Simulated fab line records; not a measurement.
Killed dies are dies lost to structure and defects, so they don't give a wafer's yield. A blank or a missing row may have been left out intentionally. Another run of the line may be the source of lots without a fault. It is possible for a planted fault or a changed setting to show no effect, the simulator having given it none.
The same fault as seen by 2 desks    flow sky130    every desk sees just its own numbers, and what lay behind them comes last

## FROM THE METROLOGY DESK
Lot by lot, what the gauges showed, no matter which tool ran the lot: averages of those sampled wafers that carry a number. Any lot whose mean is over 4 standard deviations away from the usual mean is out of limits and marked OUT; that distance is given in the brackets.
Columns: A = VIA3_HDPCVD_THK at SKY_VIA3_THK_MEAS_01, usual 1634 nm
lot   first seen here  A
L959  day 39 01:19     1610
L964  day 40 10:35     1632
L965  day 40 21:40     1653
L966  day 41 08:32     1654
L969  day 42 10:03     1633
L970  day 42 14:46     1645
L973  day 43 11:59     1647
L974  day 43 17:59     1630
L975  day 43 20:07     1649
L977  day 44 06:58     1634
L979  day 44 13:07     1624
L980  day 45 02:30     1613
L981  day 45 07:22     1629
L982  day 45 07:33     1614
This desk's verdict: no lot among the 14 shows anything out of limits.

## AT THE TOOL OWNER'S DESK: pvdSputter-03
The tool's own readings at SKY_METAL4_SPUTTER_04 (material TiN, target thk 70 nm, time 58.3 s): means of the sampled wafers that have a number, for each lot that ran on this tool. Any lot whose mean is over 4 standard deviations away from the usual mean is out of limits and marked OUT; that distance is given in the brackets.
Columns: A = cathodeDcPowerW at SKY_METAL4_SPUTTER_04, usual 6499.9 W; B = chamberPressurePa at SKY_METAL4_SPUTTER_04, usual 0.3999 Pa; C = throttleValvePct at SKY_METAL4_SPUTTER_04, usual 29.5 %
lot   first seen here  A       B       C
L959  day 40 04:38     6500.1  0.4001  29.7
L964  day 41 12:57     6500.4  0.4005  29.7
L965  day 42 00:39     6500.7  0.3994  30.2
L974  day 44 17:38     6500.9  0.3995  30.6
L979  day 45 12:55     6499.6  0.3996  30.2
L980  day 46 01:52     6500.6  0.3998  29.4
This desk's verdict: no lot among the 6 shows anything out of limits.

## PUT TOGETHER
From the metrology desk's view, nothing was out of limits.
The desk of the tool owner found nothing out of limits.

## WHAT HAD BEEN PUT IN BY THE SIMULATOR
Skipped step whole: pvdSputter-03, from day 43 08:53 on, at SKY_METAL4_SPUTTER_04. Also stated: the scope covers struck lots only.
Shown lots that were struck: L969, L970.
